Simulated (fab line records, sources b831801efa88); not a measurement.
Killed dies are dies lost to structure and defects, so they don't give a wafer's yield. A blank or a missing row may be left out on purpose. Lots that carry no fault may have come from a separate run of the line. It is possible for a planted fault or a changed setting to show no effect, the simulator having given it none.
fab line records :: flow sky130
[record]
  lots = 4
  wafers = 12
  last-day = 50
route steps=708 shown METAL3@565 VIA3@573 METAL4@598 CAP2M@603 PAD_OPEN@708
lots with no fault: from the same line, run without faults
start-h: the number of hours between the record's first day and the start of the first shown wafer of the lot :: wait-h: hours from the lot's prior step to this one :: " repeats the value in the row above :: L1.1+2: a row that stands for several wafers :: - no value present, or no start provided :: * or withheld: withheld :: < > ~ a bound
route shown NAME@n: names a module that has steps shown in the file, with the first one's number in the route :: usual: mean and standard deviation over wafers with no fault :: same: alike in all rows :: chamber/n: place in a boat :: sites: readings site by site :: _std_site: the standard deviation of these :: _edge_site: mean of outer sites minus mean of inner sites :: radius-mm: for every site, how far away it sits from the centre of the wafer :: mask NAME#n: copy n :: behind: the last tool/chamber to shape the wafer :: hold: cause of the lot's hold/its duration in hours/its outcome :: device: the n, p or np transistor that did not switch :: end of line: the same wafers' tests at the end of the route :: step lacking rows: just its recipe :: killed: not the wafer's yield, but the dies lost to structure and defects at the first sort :: map: shows each die of a wafer: x if killed, . if not, _ if none is there
set.NAME: the setting that was run; set.NAME@STEP: the one run at that earlier step :: model.NAME: the simulator's own value behind a step, which no gauge read
a table for each step, a row for each wafer; lots at some steps of the route
services: from which hour (start-h, from the record's first day; less than 0 if before it) a tool's chamber was out of use, for how many hours, and why
[[steps]]
[step SKY_METAL3_DESCUM_15]
[recipe]
  chemistry = O2
  source-power-w = 150
  bias-power-w = 0
  pressure-mtorr = 10
  temp-c = 40
  time-s = 8
[step SKY_METAL3_ETCH_16]
[recipe]
  chemistry = N2/H2
  target = BARC
  ion-energy-ev = 200
  bias-w = 100
  pressure-mtorr = 30
  n2-flow-sccm = 100
  h2-flow-sccm = 200
  icp-w = 500
  stop-on = SiO2
  time-s = 88.2
  target-depth-a = 600
[step SKY_METAL3_ETCH_17]
[recipe]
  target = SiO2
  stop-on = TiN
  chemistry = C4F8/O2/Ar
  source-w = 1527
  bias-w = 1200
  pressure-mtorr = 40
  c4f8-flow-sccm = withheld
  O2_flow_sccm = 6
  Ar_flow_sccm = 300
  time-s = 3.9
  target-depth-a = 150
[step SKY_METAL3_METAL_ETCH_18]
[recipe]
  target-depth-a = 8450
  stop-on = SiO2
  over-etch-frac = 0.3
  time-s = 183.1
  chemistry = Cl2/BCl3
  resist-sidewall-deg = 88
  pressure-mtorr = 10
  icp-w = 900
  bias-w = 48.5
  Cl2_flow_sccm = 60
  bcl3-flow-sccm = 30
[step SKY_METAL3_STRIP_19]
[recipe]
  chemistry = O2/N2
  power-w = 1400
  pressure-mtorr = 1500
  platen-temp-c = withheld
  o2-flow-sccm = 3000
  n2-flow-sccm = 300
  overash-fraction = 0.5
[step SKY_METAL3_STRIP_20]
[recipe]
  chemistry = post-etch-residue-remover
  time-s = 1200
  temp-c = 72.5
[step SKY_METAL3_CLEAN_21]
[recipe]
  chemistry = IPA
  time-s = 180
  temp-c = 25
[step SKY_METAL3_CLEAN_22]
[recipe]
  chemistry = O3/DIW
  dry = n2-spin
[step SKY_VIA3_HDPCVD_00]
[recipe]
  material = SiO2
  target-thk-nm = 1635
  sigma-open-frac = 0.3
  time-s = 272.5
  temp-c = 400
  sih4-flow-sccm = 60
  pressure-mtorr = 6
[step SKY_VIA3_CMP_02]
[recipe]
  material = SiO2
  down-force-psi = 4
  platen-rpm = 60
  pad-velocity-m-s = 0.94248
[usual]
  motor-current-A = 11.3/0.87
  slurry-filter-dp-kPa = 13.51/0.14
lot.wafer: L558.1
tool: cmp-01
chamber: 3
start-h: 925.83
wait-h: 0.3
motor-current-A: 10.8
slurry-filter-dp-kPa: 13.66

lot.wafer: L558.3
tool: cmp-01
chamber: 0
start-h: 925.83
wait-h: 0.3
motor-current-A: 12.2
slurry-filter-dp-kPa: 13.49

lot.wafer: L558.2
tool: cmp-01
chamber: 2
start-h: 925.83
wait-h: 0.3
motor-current-A: 10.6
slurry-filter-dp-kPa: 13.46

lot.wafer: L567.1
tool: cmp-02
chamber: 3
start-h: 989.23
wait-h: 0.1
motor-current-A: 10.7
slurry-filter-dp-kPa: 13.60

lot.wafer: L567.3
tool: cmp-02
chamber: 1
start-h: 989.23
wait-h: 0.1
motor-current-A: 11.8
slurry-filter-dp-kPa: 13.30

lot.wafer: L567.5
tool: cmp-02
chamber: 3
start-h: 989.23
wait-h: 0.1
motor-current-A: 10.9
slurry-filter-dp-kPa: 13.37

lot.wafer: L575.2
tool: cmp-01
chamber: 2
start-h: 1042.82
wait-h: 0.1
motor-current-A: 10.5
slurry-filter-dp-kPa: 13.56

lot.wafer: L575.3
tool: cmp-01
chamber: 3
start-h: 1042.82
wait-h: 0.1
motor-current-A: 11.0
slurry-filter-dp-kPa: 13.41

lot.wafer: L575.5
tool: cmp-01
chamber: 1
start-h: 1042.82
wait-h: 0.1
motor-current-A: 11.3
slurry-filter-dp-kPa: 13.40

lot.wafer: L576.2
tool: cmp-01
chamber: 3
start-h: 1058.74
wait-h: 0.5
motor-current-A: 11.5
slurry-filter-dp-kPa: 13.45

lot.wafer: L576.4
tool: cmp-01
chamber: 0
start-h: 1058.74
wait-h: 0.5
motor-current-A: 12.1
slurry-filter-dp-kPa: 13.49

lot.wafer: L576.5
tool: cmp-01
chamber: 2
start-h: 1058.74
wait-h: 0.5
motor-current-A: 10.5
slurry-filter-dp-kPa: 13.62
[step SKY_VIA3_DEHYDRATE_04]
[recipe]
  temp-c = 200
  time-s = 60
[step SKY_VIA3_HMDS_05]
[recipe]
  prime-time-s = 60
  prime-temp-c = 120
[step SKY_VIA3_COAT_06]
[recipe]
  resist = BARC
  temp-c = withheld
  time-s = withheld
  spin-rpm = 3000
  resist-thk-nm = 60
[step SKY_VIA3_COAT_07]
[recipe]
  resist = KrF-thick
  spin-rpm = 3000
  resist-thk-nm = 450
[step SKY_VIA3_SOFTBAKE_08]
[recipe]
  temp-c = 100
  time-s = 90
  resist = KrF-thick
[step SKY_VIA3_EXPOSE_09]
[recipe]
  mask-id = VIM3
  na = 0.8
  source-shape = annular
  sigma-inner = 0.55
  sigma-outer = 0.85
  target-cd-nm = 200
  dose-mj = 38
[step SKY_VIA3_PEB_10]
[recipe]
  peb-temp-c = withheld
  peb-time-s = withheld
  resist = KrF-thick
[step SKY_VIA3_DEVELOP_11]
[recipe]
  develop-time-s = 60
  resist = KrF-thick
  dev-temp-c = 21
[step SKY_VIA3_ETCH_14]
[recipe]
  chemistry = N2/H2
  target = BARC
  ion-energy-ev = 200
  source-w = 500
  bias-w = 100
  pressure-mtorr = 30
  n2-flow-sccm = 100
  h2-flow-sccm = 200
  stop-on = SiO2
  time-s = 45.9
  target-depth-a = 600
[step SKY_VIA3_ETCH_15]
[recipe]
  target = SiO2
  chemistry = C4F8/O2/Ar
  target-depth-nm = 507
  stop-on = TiN
  mask-material = KrF-thick
  source-w = 1500
  bias-w = 1200
  pressure-mtorr = 40
  c4f8-flow-sccm = withheld
  O2_flow_sccm = 6
  Ar_flow_sccm = 300
  time-s = 78
[step SKY_VIA3_STRIP_16]
[recipe]
  chemistry = O2/N2
  power-w = 1400
  pressure-mtorr = 1500
  platen-temp-c = withheld
  o2-flow-sccm = 3000
  n2-flow-sccm = 300
  overash-fraction = 0.5
[step SKY_VIA3_STRIP_17]
[recipe]
  chemistry = post-etch-residue-remover
  time-s = 1200
  temp-c = 72.5
[step SKY_VIA3_CLEAN_18]
[recipe]
  chemistry = IPA
  time-s = 180
  temp-c = 25
[step SKY_VIA3_CLEAN_19]
[recipe]
  chemistry = O3/DIW
  dry = n2-spin
[step SKY_VIA3_SPUTTER_20]
[recipe]
  material = TiN
  target-thk-nm = 20
  chamber-pressure-pa = 5
  power-w = 4000
  time-s = 80
[step SKY_VIA3_CVD_21]
[recipe]
  material = W
  target-thk-nm = 390
  time-s = 117.31
  temp-c = 400
  pressure-torr = 40
[step SKY_VIA3_CMP_24]
[recipe]
  stop-on = SiO2
  t-overpolish-s = 20
  down-force-psi = 3.5
  platen-rpm = 60
  target-thk-nm = 0
  pad-velocity-m-s = 0.94248
[step SKY_METAL4_SPUTTER_00]
[recipe]
  material = Ti
  target-thk-nm = 15
  power-w = 3000
  time-s = 10
  chamber-pressure-pa = 0.4
[step SKY_METAL4_SPUTTER_01]
[recipe]
  material = TiN
  target-thk-nm = 20
  power-w = 6500
  time-s = 16.7
  chamber-pressure-pa = 0.4
[step SKY_METAL4_SPUTTER_02]
[recipe]
  material = AlCu
  target-thk-nm = 735
  power-w = 10600
  time-s = 39.1
  chamber-pressure-pa = 0.4
[step SKY_METAL4_SPUTTER_03]
[recipe]
  material = Ti
  target-thk-nm = 5
  power-w = 3000
  time-s = 3.3
  chamber-pressure-pa = 0.4
[step SKY_METAL4_SPUTTER_04]
[recipe]
  material = TiN
  target-thk-nm = 70
  power-w = 6500
  time-s = 58.3
  chamber-pressure-pa = 0.4
[step SKY_CAP2M_CVD_00]
[recipe]
  material = SiO2
  target-thk-nm = 15.5
  temp-c = 400
  time-s = withheld
  rf-w = 450
[step SKY_PAD_OPEN_PROBE_99]
[usual]
  defect-limited-yield = 82.5/1.8
  killed_at_M0_to_M3 = 43/6.6
  killed_at_M4_up = 2.9/1.8
  killed-at-contacts = 25/5.3
  killed-at-front-end = 15/4.1
  killed-at-other = 0.3/0.6
  killed-dies = 86/8.8
  killed-on-rim = 17/3.5
  killed-open = 47/6.7
  killed-short = 39/6.2
  sort_bin_3_pad_short = 0.9/0.44
  sort_bin_5_function = 10.3/1.6
  sort_bin_6_memory = 6.3/1
  sort-n-pass = 406/8.8
  sort-yield-pct = 82.5/1.8
[same]
  gross-dies = 492
  killed-at-back-side = 0
  sort_bin_4_leakage[%] = 0
  sort_bin_8_speed[%] = 0
lot.wafer: L558.1
tool: prober-02
chamber: -
start-h: 1094.80
wait-h: 0.1
defect-limited-yield[%]: 84.3
killed_at_M0_to_M3: 45
killed_at_M4_up: 1
killed-at-contacts: 20
killed-at-front-end: 11
killed-at-other: 0
killed-dies: 77
killed-on-rim: 13
killed-open: 45
killed-short: 32
sort_bin_3_pad_short[%]: 0.2
sort_bin_5_function[%]: 9.3
sort_bin_6_memory[%]: 6.1
sort-n-pass: 415
sort-yield-pct[%]: 84.3
model.etest.tester.sort-n-pass: 415
model.etest.tester.sort-yield-pct: 84.35
model.etest.tester.sort_bin_5_pct: 9.35
model.etest.tester.sort_bin_6_pct: 6.098
model.etest.tester.sort_bin_3_pct: 0.2033

lot.wafer: L558.2
tool: prober-02
chamber: -
start-h: 1094.85
wait-h: 0.1
defect-limited-yield[%]: 78.7
killed_at_M0_to_M3: 43
killed_at_M4_up: 0
killed-at-contacts: 30
killed-at-front-end: 31
killed-at-other: 1
killed-dies: 105
killed-on-rim: 25
killed-open: 53
killed-short: 52
sort_bin_3_pad_short[%]: 1.2
sort_bin_5_function[%]: 14.2
sort_bin_6_memory[%]: 5.9
sort-n-pass: 387
sort-yield-pct[%]: 78.7
model.etest.tester.sort-n-pass: 387
model.etest.tester.sort-yield-pct: 78.66
model.etest.tester.sort_bin_5_pct: 14.23
model.etest.tester.sort_bin_6_pct: 5.894
model.etest.tester.sort_bin_3_pct: 1.22

lot.wafer: L558.3
tool: prober-02
chamber: -
start-h: 1094.90
wait-h: 0.2
defect-limited-yield[%]: 81.5
killed_at_M0_to_M3: 43
killed_at_M4_up: 5
killed-at-contacts: 26
killed-at-front-end: 17
killed-at-other: 0
killed-dies: 91
killed-on-rim: 14
killed-open: 53
killed-short: 38
sort_bin_3_pad_short[%]: 1.0
sort_bin_5_function[%]: 10.0
sort_bin_6_memory[%]: 7.5
sort-n-pass: 401
sort-yield-pct[%]: 81.5
model.etest.tester.sort-n-pass: 401
model.etest.tester.sort-yield-pct: 81.5
model.etest.tester.sort_bin_5_pct: 9.959
model.etest.tester.sort_bin_6_pct: 7.52
model.etest.tester.sort_bin_3_pct: 1.016

lot.wafer: L567.1
tool: prober-02
chamber: -
start-h: 1146.62
wait-h: 0.1
defect-limited-yield[%]: 80.5
killed_at_M0_to_M3: 55
killed_at_M4_up: 4
killed-at-contacts: 22
killed-at-front-end: 15
killed-at-other: 0
killed-dies: 96
killed-on-rim: 15
killed-open: 59
killed-short: 37
sort_bin_3_pad_short[%]: 1.0
sort_bin_5_function[%]: 9.3
sort_bin_6_memory[%]: 9.1
sort-n-pass: 396
sort-yield-pct[%]: 80.5
model.etest.tester.sort-n-pass: 396
model.etest.tester.sort-yield-pct: 80.49
model.etest.tester.sort_bin_5_pct: 9.35
model.etest.tester.sort_bin_6_pct: 9.146
model.etest.tester.sort_bin_3_pct: 1.016

lot.wafer: L567.3
tool: prober-02
chamber: -
start-h: 1146.72
wait-h: 0.2
defect-limited-yield[%]: 82.3
killed_at_M0_to_M3: 48
killed_at_M4_up: 2
killed-at-contacts: 24
killed-at-front-end: 13
killed-at-other: 0
killed-dies: 87
killed-on-rim: 18
killed-open: 41
killed-short: 46
sort_bin_3_pad_short[%]: 0.8
sort_bin_5_function[%]: 9.3
sort_bin_6_memory[%]: 7.5
sort-n-pass: 405
sort-yield-pct[%]: 82.3
model.etest.tester.sort-n-pass: 405
model.etest.tester.sort-yield-pct: 82.32
model.etest.tester.sort_bin_5_pct: 9.35
model.etest.tester.sort_bin_6_pct: 7.52
model.etest.tester.sort_bin_3_pct: 0.813

lot.wafer: L567.5
tool: prober-02
chamber: -
start-h: 1146.82
wait-h: 0.2
defect-limited-yield[%]: 81.9
killed_at_M0_to_M3: 42
killed_at_M4_up: 0
killed-at-contacts: 30
killed-at-front-end: 16
killed-at-other: 1
killed-dies: 89
killed-on-rim: 21
killed-open: 56
killed-short: 33
sort_bin_3_pad_short[%]: 1.2
sort_bin_5_function[%]: 8.9
sort_bin_6_memory[%]: 7.9
sort-n-pass: 403
sort-yield-pct[%]: 81.9
model.etest.tester.sort-n-pass: 403
model.etest.tester.sort-yield-pct: 81.91
model.etest.tester.sort_bin_5_pct: 8.943
model.etest.tester.sort_bin_6_pct: 7.927
model.etest.tester.sort_bin_3_pct: 1.22

lot.wafer: L575.2
tool: prober-02
chamber: -
start-h: 1187.33
wait-h: 0.1
defect-limited-yield[%]: 61.6
killed_at_M0_to_M3: 145
killed_at_M4_up: 2
killed-at-contacts: 27
killed-at-front-end: 14
killed-at-other: 1
killed-dies: 189
killed-on-rim: 40
killed-open: 42
killed-short: 30
sort_bin_3_pad_short[%]: 2.0
sort_bin_5_function[%]: 24.0
sort_bin_6_memory[%]: 12.4
sort-n-pass: 303
sort-yield-pct[%]: 61.6
model.etest.tester.sort-n-pass: 303
model.etest.tester.sort-yield-pct: 61.59
model.etest.tester.sort_bin_5_pct: 23.98
model.etest.tester.sort_bin_6_pct: 12.4
model.etest.tester.sort_bin_3_pct: 2.033

lot.wafer: L575.3
tool: prober-02
chamber: -
start-h: 1187.38
wait-h: 0.2
defect-limited-yield[%]: 55.5
killed_at_M0_to_M3: 175
killed_at_M4_up: 2
killed-at-contacts: 24
killed-at-front-end: 17
killed-at-other: 1
killed-dies: 219
killed-on-rim: 49
killed-open: 48
killed-short: 39
sort_bin_3_pad_short[%]: 1.2
sort_bin_5_function[%]: 28.7
sort_bin_6_memory[%]: 14.6
sort-n-pass: 273
sort-yield-pct[%]: 55.5
model.etest.tester.sort-n-pass: 273
model.etest.tester.sort-yield-pct: 55.49
model.etest.tester.sort_bin_5_pct: 28.66
model.etest.tester.sort_bin_6_pct: 14.63
model.etest.tester.sort_bin_3_pct: 1.22

lot.wafer: L575.5
tool: prober-02
chamber: -
start-h: 1187.48
wait-h: 0.2
defect-limited-yield[%]: 57.3
killed_at_M0_to_M3: 177
killed_at_M4_up: 3
killed-at-contacts: 21
killed-at-front-end: 9
killed-at-other: 0
killed-dies: 210
killed-on-rim: 39
killed-open: 41
killed-short: 41
sort_bin_3_pad_short[%]: 2.8
sort_bin_5_function[%]: 28.0
sort_bin_6_memory[%]: 11.8
sort-n-pass: 282
sort-yield-pct[%]: 57.3
model.etest.tester.sort-n-pass: 282
model.etest.tester.sort-yield-pct: 57.32
model.etest.tester.sort_bin_5_pct: 28.05
model.etest.tester.sort_bin_6_pct: 11.79
model.etest.tester.sort_bin_3_pct: 2.846

lot.wafer: L576.2
tool: prober-01
chamber: -
start-h: 1199.14
wait-h: 0.1
defect-limited-yield[%]: 57.1
killed_at_M0_to_M3: 174
killed_at_M4_up: 0
killed-at-contacts: 27
killed-at-front-end: 9
killed-at-other: 1
killed-dies: 211
killed-on-rim: 46
killed-open: 38
killed-short: 34
sort_bin_3_pad_short[%]: 3.3
sort_bin_5_function[%]: 26.2
sort_bin_6_memory[%]: 13.4
sort-n-pass: 281
sort-yield-pct[%]: 57.1
model.etest.tester.sort-n-pass: 281
model.etest.tester.sort-yield-pct: 57.11
model.etest.tester.sort_bin_5_pct: 26.22
model.etest.tester.sort_bin_6_pct: 13.41
model.etest.tester.sort_bin_3_pct: 3.252

lot.wafer: L576.4
tool: prober-01
chamber: -
start-h: 1199.24
wait-h: 0.2
defect-limited-yield[%]: 58.1
killed_at_M0_to_M3: 175
killed_at_M4_up: 1
killed-at-contacts: 23
killed-at-front-end: 6
killed-at-other: 1
killed-dies: 206
killed-on-rim: 39
killed-open: 30
killed-short: 30
sort_bin_3_pad_short[%]: 3.3
sort_bin_5_function[%]: 27.0
sort_bin_6_memory[%]: 11.6
sort-n-pass: 286
sort-yield-pct[%]: 58.1
model.etest.tester.sort-n-pass: 286
model.etest.tester.sort-yield-pct: 58.13
model.etest.tester.sort_bin_5_pct: 27.03
model.etest.tester.sort_bin_6_pct: 11.59
model.etest.tester.sort_bin_3_pct: 3.252

lot.wafer: L576.5
tool: prober-01
chamber: -
start-h: 1199.29
wait-h: 0.2
defect-limited-yield[%]: 56.1
killed_at_M0_to_M3: 168
killed_at_M4_up: 3
killed-at-contacts: 27
killed-at-front-end: 17
killed-at-other: 1
killed-dies: 216
killed-on-rim: 36
killed-open: 52
killed-short: 37
sort_bin_3_pad_short[%]: 2.2
sort_bin_5_function[%]: 29.1
sort_bin_6_memory[%]: 12.6
sort-n-pass: 276
sort-yield-pct[%]: 56.1
model.etest.tester.sort-n-pass: 276
model.etest.tester.sort-yield-pct: 56.1
model.etest.tester.sort_bin_5_pct: 29.07
model.etest.tester.sort_bin_6_pct: 12.6
model.etest.tester.sort_bin_3_pct: 2.236
// killed by level:class
L558.1 VIA1:geometric-particle:open=16 CONTACT:geometric-particle:open=10 METAL1:geometric-particle:short=8 LI_CONTACT:geometric-particle:open=5 POLY_GATE:geometric-particle:short=4 METAL2:geometric-particle:short=4 VIA1:geometric-particle:short=4 VIA3:geometric-particle:open=4
L558.2 POLY_GATE:geometric-particle:short=11 VIA1:geometric-particle:open=10 LI_CONTACT:geometric-particle:open=9 CONTACT:geometric-particle:open=9 LOCAL_INTERCONNECT:geometric-particle:short=7 METAL1:geometric-particle:short=7 FIELD_ISO:geometric-particle:open=6 FIELD_ISO:geometric-particle:short=5
L558.3 VIA1:geometric-particle:open=13 CONTACT:geometric-particle:open=11 METAL1:geometric-particle:short=8 VIA1:geometric-particle:short=6 FIELD_ISO:geometric-particle:open=5 LI_CONTACT:geometric-particle:open=5 POLY_GATE:geometric-particle:open=4 LI_CONTACT:geometric-particle:short=4
L567.1 VIA1:geometric-particle:open=16 CONTACT:geometric-particle:open=11 METAL2:geometric-particle:short=9 VIA2:geometric-particle:open=9 POLY_GATE:geometric-particle:open=5 METAL1:geometric-particle:short=5 VIA3:geometric-particle:open=5 POLY_GATE:geometric-particle:short=4
L567.3 METAL2:geometric-particle:short=11 VIA1:geometric-particle:open=10 CONTACT:geometric-particle:short=8 VIA2:geometric-particle:open=8 LI_CONTACT:geometric-particle:open=7 POLY_GATE:geometric-particle:open=5 POLY_GATE:geometric-particle:short=5 LI_CONTACT:geometric-particle:short=5
L567.5 VIA1:geometric-particle:open=12 CONTACT:geometric-particle:open=8 VIA3:geometric-particle:open=8 VIA2:geometric-particle:open=6 CONTACT:geometric-particle:short=5 LI_CONTACT:geometric-particle:open=5 LOCAL_INTERCONNECT:geometric-particle:open=5 FIELD_ISO:geometric-particle:open=4
L575.2 VIA3:unspecified=117 CONTACT:geometric-particle:open=12 VIA3:geometric-particle:open=6 VIA1:geometric-particle:open=6 LI_CONTACT:geometric-particle:open=6 CONTACT:geometric-particle:short=6 POLY_GATE:geometric-particle:short=4 METAL2:geometric-particle:short=4
L575.3 VIA3:unspecified=132 VIA1:geometric-particle:open=9 LI_CONTACT:geometric-particle:open=8 CONTACT:geometric-particle:open=8 FIELD_ISO:geometric-particle:short=7 VIA3:geometric-particle:open=6 VIA1:geometric-particle:short=6 FIELD_ISO:geometric-particle:open=5
L575.5 VIA3:unspecified=128 VIA2:geometric-particle:open=9 VIA1:geometric-particle:open=9 LI_CONTACT:geometric-particle:open=7 METAL2:geometric-particle:short=7 VIA3:geometric-particle:short=5 CONTACT:geometric-particle:open=4 CONTACT:geometric-particle:short=4
L576.2 VIA3:unspecified=138 LOCAL_INTERCONNECT:geometric-particle:short=8 VIA1:geometric-particle:open=7 VIA2:geometric-particle:open=7 CONTACT:geometric-particle:open=6 METAL2:geometric-particle:short=6 LI_CONTACT:geometric-particle:open=5 VIA3:geometric-particle:open=5
L576.4 VIA3:unspecified=145 CONTACT:geometric-particle:open=8 VIA1:geometric-particle:open=7 METAL2:geometric-particle:short=7 LOCAL_INTERCONNECT:geometric-particle:short=5 CONTACT:geometric-particle:short=5 LI_CONTACT:geometric-particle:open=4 VIA2:geometric-particle:open=4
L576.5 VIA3:unspecified=126 LI_CONTACT:geometric-particle:open=11 VIA1:geometric-particle:open=11 CONTACT:geometric-particle:open=9 VIA2:geometric-particle:open=8 POLY_GATE:geometric-particle:short=5 METAL1:geometric-particle:short=5 FIELD_ISO:geometric-particle:open=4
// map L575.3 (x killed, . not)
__________.x..xxx..x_________
________xx.....x.x..x._______
______x.xxx...xx.x..x.xx_____
_____.x.x....xx...x...xx.____
____...xx..x..xx..x..x.xx.___
___xx......x....x.xx.xxxxx.__
__x.......x.x....xx....xxxxx_
_.xx.....xxx.x....x..x..xx.xx
_x..x.xx..xxx.xxx.x...x..x...
_x..x.x...xx..xx...xx....x.xx
_xx..x..xx.x.x.xx...xx...x.xx
_.x.xxx..x.x..x.x.xx...xx.xx.
_.x.x.xx..x.x...x.xx..xxxxx.x
_...x..xxx.....x.xx..xxxx..xx
_xx....xxx......x..x..x..xx.x
__....xxx.xx...x.....x......_
___..xxx....xx....x..xx.xxx__
____xxx..x.x.x..xxx..xxxxx___
_____.xxxxxxx.x....x.....____
______xxxxx...xx..x....._____
________x..xx..x..x.x._______
__________.x.x...x.._________
// map L576.5 (x killed, . not)
__________.xx..x...._________
________..x...x..xxxx._______
______x.....x.xx....x..._____
_____.....x...x.xx......x____
____.xxxx.x.x.x.x..xxx.xx.___
___.x.xxxxx.x..xxx...x.....__
__.xx..x.x..xxx.x..x....x..._
_x..x.x.....xxx.xxx.xx...x...
_x.x...xxx..xxx..xxxxxxx.x...
_.......x..xx.xxx.x......x...
_xxx....xxxxx.....xx...xxxxxx
_xx.x.x...xx.xx.xxx....x.x.xx
_x.x...x....xxxxx.xxx.....x..
_..x...x...x.xxx.xxx.xx.x...x
_x.xx..xxx..xx..x.xxx.x......
__xx...x....xxxx.xxx.x.x..x._
___.xxx..xx.......x..x.x...__
____..x..xxx.x..x.x.x.x..x___
_____.xxxxx..xx...x..x..x____
______xx.x.x....x...xxx._____
________xx..x..xxxx..._______
__________..x.x....._________
[[services]]
tool: cmp-02
chamber: -
start-h: 903.28
hours: 4.3
kind: repair

tool: cmp-01
chamber: -
start-h: 912.00
hours: 4.0
kind: pm

tool: cmp-01
chamber: -
start-h: 916.00
hours: -
kind: consumable-replace:conditioner

tool: cmp-01
chamber: -
start-h: 916.00
hours: -
kind: consumable-replace:pad

tool: cmp-01
chamber: -
start-h: 924.26
hours: 0.3
kind: repair

tool: cmp-02
chamber: -
start-h: 924.80
hours: 4.7
kind: pm

tool: cmp-02
chamber: -
start-h: 953.36
hours: 2.3
kind: repair

tool: cmp-01
chamber: -
start-h: 957.79
hours: 1.6
kind: repair

tool: cmp-01
chamber: -
start-h: 959.43
hours: 6.8
kind: repair

tool: cmp-01
chamber: -
start-h: 959.65
hours: 2.7
kind: repair

tool: cmp-02
chamber: -
start-h: 978.12
hours: 1.3
kind: repair

tool: cmp-01
chamber: -
start-h: 1024.50
hours: 0.7
kind: repair

tool: cmp-02
chamber: -
start-h: 1028.38
hours: 52.1
kind: repair

tool: cmp-01
chamber: -
start-h: 1043.43
hours: 3.4
kind: repair
[[key]]
[first-sign]
  step = SKY_PAD_OPEN_PROBE_99
  reading = killed_at_M0_to_M3
  direction = up
  sigmas = 19
  usual = 43
  struck = 169
[effect]
  step = SKY_PAD_OPEN_PROBE_99
  reading = defect-limited-yield
  direction = down
  sigmas = 14
  usual = 82.5
  struck = 57.6
[model-effect]
  step = SKY_PAD_OPEN_PROBE_99
  value = etest.tester.sort-n-pass
  without = 400.7
  struck = 283.5
met-at SKY_VIA3_CMP_02
struck-wafers L575.2,L575.3,L575.5,L576.2,L576.4,L576.5
onset-between 925.83 1042.82
also-fits time
[fault]
  kind = chamber-particle-source
  tool = cmp-01
  chamber = -
  onset-h = 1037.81
  steps = SKY_VIA3_CMP_02
  rate-per-visit-cm2 = 0.68599
  end-h = 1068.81
